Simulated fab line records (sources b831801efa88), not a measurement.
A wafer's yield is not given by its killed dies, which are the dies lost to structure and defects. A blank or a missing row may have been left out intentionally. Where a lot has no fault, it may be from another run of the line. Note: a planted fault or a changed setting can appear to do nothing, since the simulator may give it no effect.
A lot that was struck, set against a sound lot ; flow sky130 ; 27 out of 708 route steps
Sound: these wafers, L661.1, L661.5, L661.6. Struck: wafer L672.5 (left out: L672.2, a lot-mate that was not struck); the cause follows at the end.
For every step that has rows: the tool of each side, followed by ch and its chambers, followed by its first start. Under that, the readings that differ: sound wafers ; struck wafers ; difference of the means ; sigmas: that difference in standard deviations of wafers without a fault.
alike: words and numbers the same on both sides, and readings whose means are apart by under 2 such deviations; not compared: readings that were withheld, readings missing a value for some wafer, numbers with overlapping values and no deviation given by the record, and bounds like >300 which may hide the same value.
The two part at a step that has a row with sigmas, a row that says differs or no value, or rows on one side only. Numbers that don't overlap but have no deviation are shown without sigmas and don't part them. Lack of a reading on every wafer of one side parts them only where that side has two or more wafers.

first, 2 steps without rows for these wafers: SKY_LDD_LDN_PEB_05; SKY_LDD_LDN_DEVELOP_06 (develop time 60 s).
SKY_LDD_LDN_OVL_MEAS_07:
  struck on overlay-02, day 30 01:28; sound on overlay-02, day 26 10:31
  alike: LDD_LDN_OVL
then, 4 steps without rows for these wafers: SKY_LDD_LDN_IMPLANT_08; SKY_LDD_LDN_IMPLANT_09; SKY_LDD_LDN_IMPLANT_10; SKY_LDD_LDN_IMPLANT_11.
SKY_LDD_LDN_STRIP_12: strips in O2/N2.
  sound on plasma asher-03 ch 0,1, day 26 11:08; struck on plasma asher-04 ch 0, day 30 02:05
reading;sound;struck;difference;sigmas
oes product au (a.u.);0.713 0.717 0.710;0.724;+0.011;+2
  alike: drypump motor current A, strip time to endpoint s
  not compared: rf hours counter h
SKY_LDD_LDN_TW_MEAS_13:
  struck on film metro-02, day 30 02:12; sound on film metro-04, day 26 11:14
  alike: LDD_LDN_TW
then, 2 steps without rows for these wafers: SKY_LDD_LDN_CLEAN_14 (cleans in SC1/SC2, time 150 s); SKY_SPACER_CVD_00 (deposits Si3N4 from DCS/NH3, target thk 43.1 nm, time 740 s).
SKY_SPACER_THK_MEAS_01:
  struck on film metro-02, day 30 05:41; sound on film metro-02, day 26 14:04
  alike: SPACER_CVD_00_THK
SKY_SPACER_ETCHBACK_02: etches Si3N4 in CH3F/O2, stops on SiO2, time 46.7 s, target depth 45 nm.
  sound on rie diel-04 ch 1,2,3, day 26 14:07; struck on rie diel-02 ch 0, day 30 05:44
reading;sound;struck;difference;sigmas
model.SiO2_of_SONOS_ONO_CVD_04.thk nm (nm);4.008 4.013 4.001;1.203;-2.804;
  alike: drypump motor current A, oes product au, throttle valve pct
  not compared: rf hours counter h
then, 8 steps without rows for these wafers: SKY_POLY_CUT_DEHYDRATE_00 (time 60 s); SKY_POLY_CUT_HMDS_01 (prime time 60 s); SKY_POLY_CUT_COAT_02 (resist thk 60 nm); SKY_POLY_CUT_COAT_03 (resist thk 450 nm); SKY_POLY_CUT_SOFTBAKE_04 (time 90 s); SKY_POLY_CUT_EXPOSE_05 (exposes mask NPCM, target cd 270 nm); SKY_POLY_CUT_PEB_06; SKY_POLY_CUT_DEVELOP_07 (develop time 60 s).
SKY_POLY_CUT_CD_MEAS_08: target cd 270 nm.
  struck on cd sem-01, day 31 09:08; sound on cd sem-01, day 27 18:40
reading;sound;struck;difference;sigmas
cd nm (nm);270.6 269.6 269.7;266.3;-3.7;-3
SKY_POLY_CUT_OVL_MEAS_09:
  struck on overlay-02, day 31 09:15; sound on overlay-01, day 27 18:47
  alike: POLY_CUT_OVL
SKY_POLY_CUT_ETCH_10: etches BARC in N2/H2, stops on SiO2, time 45.9 s, target depth 60 nm.
  sound on rie diel-03 ch 0,2,3, day 27 18:50; struck on rie diel-04 ch 2, day 31 09:17
  alike: drypump motor current A, oes product au, throttle valve pct
  not compared: rf hours counter h
SKY_POLY_CUT_ETCH_11: etches Si3N4 in CF4/CH2F2/Ar, stops on poly-Si, time 42.5 s, target depth 60 nm.
  sound on rie diel-03 ch 0,2,3, day 27 18:52; struck on rie diel-04 ch 2, day 31 09:19
reading;sound;struck;difference;sigmas
oes product au (a.u.);0.835 0.828 0.821;0.764;-0.064;-9
model.POLY_CUT.feature depth nm (nm);62.34 61.77 61.52;54.03;-7.85;
model.etch.depth nm (nm);62.34 61.77 61.52;54.03;-7.85;
  alike: drypump motor current A, throttle valve pct
  not compared: rf hours counter h
SKY_POLY_CUT_STRIP_12: strips in O2/N2.
  sound on plasma asher-02 ch 0,1, day 27 18:55; struck on plasma asher-02 ch 0, day 31 09:22
  alike: drypump motor current A, oes product au, strip time to endpoint s
  not compared: rf hours counter h
-- here the record skips 19 days between the struck wafers' starts before and after, leaving off in module POLY_CUT and picking up in module PAD_OPEN (first step shown: number 708 of the route) --
SKY_PAD_OPEN_PROBE_99:
  struck on prober-02, day 50 11:29; sound on prober-01, day 48 02:04
reading;sound;struck;difference;sigmas
model.etest.pfet_01v8.r on ohm um;3081 3050 2967;2613;-420;
model.etest.nfet g5v0d10v5.r on ohm um;1938 1904 1894;1812;-100;
model.etest.sonos uncharged.r on ohm um;825.9 824.8 814.2;750.1;-71.5;
model.etest.res pdiff.line ohm um;1372 1383 1370;1281;-94;
model.etest.nfet_01v8_lvt.drive ua um;537.7 546.1 566.2;595.3;+45.3;
model.etest.pfet_01v8.drive ua um;179 182 186.9;218.5;+35.9;
model.etest.res ndiff.line ohm um;769.7 773.6 776.1;738.6;-34.5;
model.etest.pfet_01v8_hvt.drive ua um;133.1 134.5 139.3;162.4;+26.8;

== WHERE THEY PART ==
Last at SKY_POLY_CUT_ETCH_11 as far as this record goes, first at SKY_LDD_LDN_STRIP_12. Later steps at which nothing parts them and some readings are alike: SKY_POLY_CUT_STRIP_12.

WHY: whatever the simulator had introduced
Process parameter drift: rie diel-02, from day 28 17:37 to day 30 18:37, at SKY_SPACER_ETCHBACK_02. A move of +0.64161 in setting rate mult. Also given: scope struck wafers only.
